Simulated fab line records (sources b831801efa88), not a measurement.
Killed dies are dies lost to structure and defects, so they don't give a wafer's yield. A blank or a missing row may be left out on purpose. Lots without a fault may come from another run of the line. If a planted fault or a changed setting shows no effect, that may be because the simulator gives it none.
What tool caused it? | flow gf180mcu | 39 wafers from 13 lots sampled at 5 of the route's 602 steps

== WHAT EACH GAUGE READ, for each wafer ==
GF_V3_OVL_MEAS_15.
lot  | measured     | on         | V3_OVL (nm)
L704 | day 22 13:01 | overlay-01 | 0 3 1
L706 | day 23 08:05 | overlay-01 | 4 3 -1
L708 | day 24 05:52 | overlay-02 | 0 0 1
L710 | day 24 21:19 | overlay-02 | 3 8 6
L711 | day 25 18:18 | overlay-02 | -10 -1 -9
L712 | day 26 01:58 | overlay-01 | 9 4 10
L713 | day 26 11:02 | overlay-02 | -8 2 -5
L714 | day 26 13:06 | overlay-01 | 6 6 4
L717 | day 27 06:55 | overlay-01 | -5 -10 -4
L718 | day 27 19:48 | overlay-01 | -8 -4 -2
L719 | day 27 20:34 | overlay-02 | 4 -1 10
L721 | day 28 10:15 | overlay-01 | -6 0 -3
L726 | day 29 12:18 | overlay-02 | 12 8 13

GF_PASSIVATION_THK_MEAS_03.
lot  | measured     | on            | PASSIVATION_CVD_02_THK (nm)
L704 | day 28 06:19 | film metro-01 | 690 703 695
L706 | day 28 22:12 | film metro-02 | 701 708 705
L708 | day 29 17:05 | film metro-01 | 692 692 699
L710 | day 30 05:55 | film metro-02 | 695 696 708
L711 | day 30 22:40 | film metro-03 | 693 695 709
L712 | day 31 06:44 | film metro-03 | 678 684 691
L713 | day 31 13:40 | film metro-03 | 710 709 709
L714 | day 31 16:36 | film metro-03 | 681 695 700
L717 | day 32 06:13 | film metro-02 | 690 694 707
L718 | day 32 18:11 | film metro-03 | 1185 701 706
L719 | day 32 20:09 | film metro-02 | 692 686 1189
L721 | day 33 07:39 | film metro-01 | 683 685 681
L726 | day 34 03:48 | film metro-03 | 697 702 703

== TOOL THAT RAN EACH LOT (tool first, then ch and the chambers of the sampled wafers, then the start) ==
lot  | GF_M4_SPUTTER_02             | GF_MIM_SPUTTER_09            | GF_PASSIVATION_CVD_02
L704 | pvd sputter-03, day 22 14:32 | pvd sputter-03, day 24 14:47 | pecvd-04 ch 0,1,2, day 28 06:01
L706 | pvd sputter-01, day 23 09:53 | pvd sputter-01, day 25 09:23 | pecvd-03 ch 0,1, day 28 21:55
L708 | pvd sputter-03, day 24 07:23 | pvd sputter-03, day 26 05:39 | pecvd-03 ch 0,1,2, day 29 16:46
L710 | pvd sputter-02, day 24 22:52 | pvd sputter-01, day 26 19:58 | pecvd-03 ch 0,1,2, day 30 05:38
L711 | pvd sputter-03, day 25 19:52 | pvd sputter-04, day 27 15:56 | pecvd-01 ch 1,2, day 30 22:22
L712 | pvd sputter-01, day 26 03:29 | pvd sputter-01, day 27 22:59 | pecvd-01 ch 0,2, day 31 06:26
L713 | pvd sputter-01, day 26 12:34 | pvd sputter-03, day 28 07:51 | pecvd-03 ch 0,1,2, day 31 13:22
L714 | pvd sputter-03, day 26 14:40 | pvd sputter-01, day 28 09:07 | pecvd-03 ch 0,2, day 31 16:19
L717 | pvd sputter-03, day 27 08:46 | pvd sputter-03, day 29 02:11 | pecvd-01 ch 1,2, day 32 05:55
L718 | pvd sputter-01, day 27 21:23 | pvd sputter-03, day 29 14:29 | pecvd-03 ch 0,1,2, day 32 17:54
L719 | pvd sputter-02, day 27 22:07 | pvd sputter-03, day 29 16:02 | pecvd-03 ch 0,1,2, day 32 19:52
L721 | pvd sputter-03, day 28 11:49 | pvd sputter-01, day 30 05:16 | pecvd-01 ch 0,1,2, day 33 07:22
L726 | pvd sputter-01, day 29 13:49 | pvd sputter-03, day 31 05:44 | pecvd-04 ch 0,2, day 34 03:22
- GF_M4_SPUTTER_02: material AlCu, target thk 450 nm, time 23.9 s.
- GF_MIM_SPUTTER_09: material TiN, target thk 35 nm, time 29.2 s.
- GF_PASSIVATION_CVD_02: deposits Si3N4, target thk 700 nm, time 486.18 s.

== WHAT THE TOOLS THEMSELVES READ (means of the sampled wafers that have a number; where no wafer has one, the mark that the record gives instead) ==
GF_M4_SPUTTER_02.
lot  | tool           | throttle valve pct (%)
L704 | pvd sputter-03 | 29.5
L706 | pvd sputter-01 | 30.5
L708 | pvd sputter-03 | 30.8
L710 | pvd sputter-02 | 30.6
L711 | pvd sputter-03 | 30.6
L712 | pvd sputter-01 | 29.3
L713 | pvd sputter-01 | 29.4
L714 | pvd sputter-03 | 30.5
L717 | pvd sputter-03 | 30.4
L718 | pvd sputter-01 | 29.1
L719 | pvd sputter-02 | 30.5
L721 | pvd sputter-03 | 30.9
L726 | pvd sputter-01 | 29.2

GF_MIM_SPUTTER_09.
lot  | tool           | throttle valve pct (%)
L704 | pvd sputter-03 | 31.5
L706 | pvd sputter-01 | 30.3
L708 | pvd sputter-03 | 31.0
L710 | pvd sputter-01 | 29.3
L711 | pvd sputter-04 | 30.8
L712 | pvd sputter-01 | 29.8
L713 | pvd sputter-03 | 30.3
L714 | pvd sputter-01 | 29.4
L717 | pvd sputter-03 | 30.4
L718 | pvd sputter-03 | 29.6
L719 | pvd sputter-03 | 30.8
L721 | pvd sputter-01 | 29.4
L726 | pvd sputter-03 | 30.9

GF_PASSIVATION_CVD_02.
lot  | tool     | heater power w (W)
L704 | pecvd-04 | 624
L706 | pecvd-03 | 687
L708 | pecvd-03 | 779
L710 | pecvd-03 | 805
L711 | pecvd-01 | 719
L712 | pecvd-01 | 658
L713 | pecvd-03 | 759
L714 | pecvd-03 | 838
L717 | pecvd-01 | 693
L718 | pecvd-03 | 783
L719 | pecvd-03 | 746
L721 | pecvd-01 | 755
L726 | pecvd-04 | 709

== THE ANSWER, worked out from the rows above alone ==
Rule: usual is defined by the lots themselves. The widest of any qualifying gaps counts: lots, ordered by their means at a reading, are off when they make up no more than a third of the lots, leave a main group of 4 or more, and stand apart from it by 3 or more times the standard deviation of that group's means. A main group whose means are all the same, to the digits that the tables above print for the reading, isn't used. Also off: a lot with no number at a reading for which 4 or more lots have one. Any other lot the step has rows for is counted as sound. The gauges are gone through in route order, then the tools' own readings, and for those a lot's mean is taken as printed above. The first step at which some lot is off is used, and at that step the reading that is off furthest; a lot without a number counts as furthest.
Off: L718, L719, at GF_PASSIVATION_THK_MEAS_03 (PASSIVATION_CVD_02_THK). The main group has a mean of 696 nm with a standard deviation of 7.5.
If a tool, at a process step before that reading, ran all the lots that are off and no sound lot after the first of them, it fits. The gauges at GF_PASSIVATION_THK_MEAS_03 are tried like those tools. One fits: pecvd-03 at GF_PASSIVATION_CVD_02. A fault onset in the window from L714 (day 31 16:19, its last sound lot) to L718 (day 32 17:54, its first lot off) fits.

== WHAT THE SIMULATOR PUT IN ==
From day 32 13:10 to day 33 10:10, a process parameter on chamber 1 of pecvd-03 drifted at GF_PASSIVATION_CVD_02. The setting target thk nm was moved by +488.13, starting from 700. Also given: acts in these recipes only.
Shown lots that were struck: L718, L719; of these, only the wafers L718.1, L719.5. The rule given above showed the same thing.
